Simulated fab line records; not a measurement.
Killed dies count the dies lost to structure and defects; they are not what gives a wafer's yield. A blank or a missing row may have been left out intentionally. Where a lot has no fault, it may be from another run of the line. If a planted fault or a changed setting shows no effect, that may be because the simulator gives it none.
Chamber matching    flow sky130    SKY_LI_CONTACT_CMP_24 on cmp-02 has 4 sister chambers
The step polishes, stops on PSG, t overpolish 20 s, target thk 0 nm. 16 wafers are shown with their chamber, then 7 later ones without.

WAFERS PAIRED WITH THEIR CHAMBERS
wafer   chamber  motor current A (A)  time to endpoint s (s)  head pressure psi (psi)
L427.2  3        11.6                 96.4                    3.492
L427.3  1        9.5                  93.3                    3.502
L427.6  1        9.7                  91.4                    3.500
L430.1  1        9.5                  95.3                    3.498
L430.5  2        11.5                 94.2                    3.511
L430.6  3        11.6                 98.8                    3.497
L432.2  2        12.3                 96.5                    3.497
L432.5  2        12.3                 93.7                    3.511
L432.6  3        11.9                 97.2                    3.493
L434.1  0        11.1                 90.5                    3.485
L434.5  0        11.1                 93.0                    3.491
L434.6  1        9.9                  91.9                    3.503
L436.1  2        12.9                 94.2                    3.494
L436.4  1        10.1                 96.4                    3.507
L436.6  1        9.7                  92.3                    3.502
L438.2  3        11.9                 96.6                    3.502

SIGNATURES (means of the wafers above)
reading             chamber 0  chamber 1  chamber 2  chamber 3  scatter within a chamber
motor current A     11.100     9.733      12.250     11.750     0.336
time to endpoint s  91.750     93.433     94.650     97.250     1.62
head pressure psi   3.48800    3.50200    3.50325    3.49600    0.00556
Rule: a wafer's distance from a chamber is the root of the sum, over the readings, of the square of ((its reading less the chamber's mean) divided by the reading's scatter). If the next closest chamber is less than 2 further off than the closest, the wafer can't be placed; otherwise it belongs to the closest. The scatter is the square root of a quotient: the sum, over the shown wafers, of each reading's squared deviation from its chamber's mean, divided by wafers minus chambers.

WAFERS WITH NO CHAMBER GIVEN
wafer   motor current A (A)  time to endpoint s (s)  head pressure psi (psi)
L438.3  11.4                 94.2                    3.498
L438.6  10.8                 93.4                    3.498
L446.2  12.8                 98.2                    3.480
L446.6  11.5                 100.9                   3.497
L447.1  10.5                 96.2                    3.501
L447.6  11.0                 106.2                   3.506
L448.1  11.8                 96.5                    3.502

EACH ONE'S CHAMBER
wafer    from the rows above            in truth
L438.3   can't be placed: 3 or 0 or 2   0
L438.6   can't be placed: 0 or 1 or 3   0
L446.2   can't be placed: 3 or 2        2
L446.6   3                              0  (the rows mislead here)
L447.1   can't be placed: 1 or 3 or 0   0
L447.6   can't be placed: 3 or 2        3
L448.1   can't be placed: 3 or 2        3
Correct placement for 0 of the 7. Unplaceable from these rows: 6, with the true chamber sitting among the candidates in 6. 1 placed wrongly.
